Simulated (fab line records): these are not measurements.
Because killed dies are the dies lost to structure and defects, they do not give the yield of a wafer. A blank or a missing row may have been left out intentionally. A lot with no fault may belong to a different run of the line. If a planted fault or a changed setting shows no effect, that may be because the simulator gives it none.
A lot that was struck, set against a sound lot | flow gf180mcu | 44 out of 602 route steps
Sound: these wafers, L144.1, L144.4, L144.6. Wafers struck: L140.3, L140.5. Last of all comes the cause.
Each step with rows lists, per side, the tool, then ch with its chambers, then its first start. Under that, the readings that differ: sound wafers | struck wafers | difference of the means | sigmas: that difference in standard deviations of wafers without a fault.
alike: readings with means less than 2 such deviations apart, plus words and numbers identical on both sides. not compared: withheld readings, readings lacking a value on some wafer, bounds such as >300 that could conceal the same value, and numbers that have no deviation in the record and whose values overlap.
The two part at a step that has a row with sigmas, a row that says differs or no value, or rows on one side only. Numbers that don't overlap but have no deviation are shown without sigmas and don't part them. A reading missing from all wafers of one side parts the sides only when that side holds two or more wafers.

first, 1 step without rows for these wafers: GF_NWELL_IMPLANT_09.
GF_NWELL_STRIP_10: strips in O2/N2.
  sound on plasma-asher-03 ch 0,1, day 8 11:01; struck on plasma-asher-03 ch 0,1, day 7 11:53
  alike: drypump-motor-current-A, heater-power-w, oes-product-au, strip-time-to-endpoint-s
  not compared: rf-hours-counter-h
GF_NWELL_TW_MEAS_11:
  sound: film-metro-04 at day 8 11:07; struck: film-metro-02 at day 7 11:59
  alike: NWELL_TW
then, 7 steps without rows for these wafers: GF_LVPWELL_DEHYDRATE_00 (time 60 s); GF_LVPWELL_HMDS_01 (prime time 60 s); GF_LVPWELL_COAT_02 (resist thk 3000 nm); GF_LVPWELL_SOFTBAKE_03; GF_LVPWELL_EXPOSE_04 (exposes mask LVPWELL, target cd 600 nm); GF_LVPWELL_PEB_05; GF_LVPWELL_DEVELOP_06 (develop time 60 s).
GF_LVPWELL_OVL_MEAS_07:
  sound: overlay-02 at day 9 04:08; struck: overlay-01 at day 8 04:57
  alike: LVPWELL_OVL
after that, 1 step had no rows for these wafers: GF_LVPWELL_IMPLANT_08.
GF_LVPWELL_IMPLANT_09:
  sound on implanter-03 ch 0, day 9 04:19; struck on implanter-02 ch 0, day 8 05:10
GF_LVPWELL_STRIP_10: strips in O2/N2.
  sound on plasma-asher-04 ch 0,1, day 9 04:28; struck on plasma-asher-03 ch 0, day 8 05:19
  alike: drypump-motor-current-A, heater-power-w, oes-product-au, strip-time-to-endpoint-s
  not compared: rf-hours-counter-h
GF_LVPWELL_TW_MEAS_11:
  sound: film-metro-02 at day 9 04:34; struck: film-metro-04 at day 8 05:23
  alike: LVPWELL_TW
then, 7 steps without rows for these wafers: GF_MVSD_DEHYDRATE_00 (time 60 s); GF_MVSD_HMDS_01 (prime time 60 s); GF_MVSD_COAT_02 (resist thk 3000 nm); GF_MVSD_SOFTBAKE_03; GF_MVSD_EXPOSE_04 (exposes mask MVSD, target cd 1000 nm); GF_MVSD_PEB_05; GF_MVSD_DEVELOP_06 (develop time 60 s).
GF_MVSD_OVL_MEAS_07:
  sound: overlay-01 at day 9 21:41; struck: overlay-01 at day 8 22:02
  reading       | sound        | struck  | difference | sigmas
  MVSD_OVL (nm) | 0.3 -0.8 0.2 | 3.6 3.8 | +3.8       | +2
then, 2 steps without rows for these wafers: GF_MVSD_IMPLANT_08; GF_MVSD_IMPLANT_09.
GF_MVSD_STRIP_10: strips in O2/N2.
  sound on plasma-asher-02 ch 0,1, day 9 22:01; struck on plasma-asher-03 ch 0,1, day 8 22:23
  alike: drypump-motor-current-A, heater-power-w, oes-product-au, strip-time-to-endpoint-s
  not compared: rf-hours-counter-h
GF_MVSD_TW_MEAS_11:
  sound: film-metro-04 at day 9 22:07; struck: film-metro-01 at day 8 22:29
  reading | sound          | struck    | difference | sigmas
  MVSD_TW | 1595 1584 1594 | 1563 1566 | -26        | -2
then, 7 steps without rows for these wafers: GF_MVPSD_DEHYDRATE_00 (time 60 s); GF_MVPSD_HMDS_01 (prime time 60 s); GF_MVPSD_COAT_02 (resist thk 3000 nm); GF_MVPSD_SOFTBAKE_03; GF_MVPSD_EXPOSE_04 (exposes mask MVPSD, target cd 1000 nm); GF_MVPSD_PEB_05; GF_MVPSD_DEVELOP_06 (develop time 60 s).
GF_MVPSD_OVL_MEAS_07:
  sound: overlay-02 at day 10 16:35; struck: overlay-02 at day 9 15:50
  alike: MVPSD_OVL
then, 2 steps without rows for these wafers: GF_MVPSD_IMPLANT_08; GF_MVPSD_IMPLANT_09.
GF_MVPSD_STRIP_10: strips in O2/N2.
  sound on plasma-asher-01 ch 1, day 10 16:55; struck on plasma-asher-01 ch 0, day 9 16:11
  alike: drypump-motor-current-A, heater-power-w, oes-product-au, strip-time-to-endpoint-s
  not compared: rf-hours-counter-h
GF_MVPSD_TW_MEAS_11:
  sound: film-metro-01 at day 10 17:01; struck: film-metro-04 at day 9 16:17
  reading  | sound       | struck  | difference | sigmas
  MVPSD_TW | 546 544 543 | 555 556 | +11        | +3
then, 3 steps without rows for these wafers: GF_VT_IMPLANT_DEHYDRATE_00 (time 60 s); GF_VT_IMPLANT_HMDS_01 (prime time 60 s); GF_VT_IMPLANT_COAT_02 (resist thk 1000 nm).
-- the record jumps here: 3 days lie between the struck wafers' starts before and after --
GF_VT_IMPLANT_RS_MEAS_48: measures by four-point-probe.
  sound: film-metro-04 at day 14 00:31; struck: film-metro-02 at day 12 21:34
  reading             | sound          | struck    | difference | sigmas
  LVPWELL_RS (ohm/sq) | 1196 1199 1196 | 1230 1226 | +31        | +9
GF_PASSIVATION_PROBE_99:
  rows exist in the record for the sound wafers here (prober-02, day 35 10:08), none for the struck ones

WHERE THEY PART
First at GF_MVSD_OVL_MEAS_07; last, within this record, at GF_PASSIVATION_PROBE_99.

WHY: what the simulator had put in
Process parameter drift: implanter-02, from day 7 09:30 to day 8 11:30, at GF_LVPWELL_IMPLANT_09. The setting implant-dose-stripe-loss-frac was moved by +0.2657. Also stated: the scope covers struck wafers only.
